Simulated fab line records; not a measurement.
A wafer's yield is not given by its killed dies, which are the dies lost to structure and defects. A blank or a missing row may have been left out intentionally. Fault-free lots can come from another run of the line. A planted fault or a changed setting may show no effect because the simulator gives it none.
8D (eight disciplines) problem report, filled in by code	flow sky130	the parts of the form that need people (team, actions taken, sign-off) are left out

## 1. THE ISSUE
Mean of run length s at SKY_FIELD_ISO_WET_ETCH_28: 110 s across 6 wafers in 2 lots; on wafers with no fault it is 76 s (standard deviation 3.4). That puts it +10 standard deviations away from the usual mean.
The step: etches SiO2 in dHF, target depth 23.7 nm, time 47 s.
First observed at day 5 11:16: wafer L764.2, on wet bench-04. At this step, 18 wafers from 6 lots have a number in the record. Rule for "out" (also "out of limits"): further than 4 standard deviations from the usual mean. All remaining wafers that have a number are taken as sound.

## 2. WHAT THIS IS AND IS NOT
question	is	is not
which readings at this step	run length s	-
which lots	L764, L769	L751, L758, L768, L773
which wafers of those lots	all that have a number	-
read on which tools	wet bench-04	wet bench-01, wet bench-03
when	from day 5 11:16	up to then (6 sound wafers); but 6 sound wafers of L768, L773 came after

## 3. WHAT RULES OUT EACH SUSPECT
Counting: a tool at a process step up to the reading stays a suspect if it ran every lot that is out and no sound lot after the first of them.
- wet bench-04 at SKY_FIELD_ISO_WET_ETCH_28 (etches SiO2 in dHF, target depth 23.7 nm, time 47 s): kept. It ran every lot that is out, first L764 (day 5 11:16), and no sound lot after that; its last sound lot up to then is L758 (day 4 02:53). On those wafers its own readings are out: run length s.
After counting, what remains is wet bench-04 at SKY_FIELD_ISO_WET_ETCH_28.

## 4. THE CAUSE (what the simulator had put in)
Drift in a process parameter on wet bench-04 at SKY_FIELD_ISO_WET_ETCH_28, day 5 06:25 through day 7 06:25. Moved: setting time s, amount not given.
Only this tool survived the counting.

## 5. THE EFFECT CHAIN, in route order
Rows list readings where the struck wafers' mean (over those with a number) sits beyond 3 standard deviations from the usual. Readings are gone through only where the record gives a usual standard deviation; hours: the median, over the lots, of the time from a lot's start at the first step in this table giving one to that lot's start at this step; sigmas: the change measured in usual standard deviations.
hours	step	reading	usual	on struck wafers	change	sigmas
0	SKY_FIELD_ISO_WET_ETCH_28	run length s	76 s	110	+34	+10
Its process steps:
- SKY_FIELD_ISO_WET_ETCH_28: etches SiO2 in dHF, target depth 23.7 nm, time 47 s.
Later steps that measure or inspect, where all struck wafers having a row at the step show a number for every such reading and not one has moved that far: SKY_NWELL_THK_MEAS_02, SKY_DNWELL_TW_MEAS_09, SKY_PWDE_OVL_MEAS_07, SKY_PWDE_TW_MEAS_10.

## 6. HOW IT WOULD HAVE BEEN CAUGHT EARLIER
In this record no reading fell out of limits until day 5 11:16, 5 hours after the fault had begun at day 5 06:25.
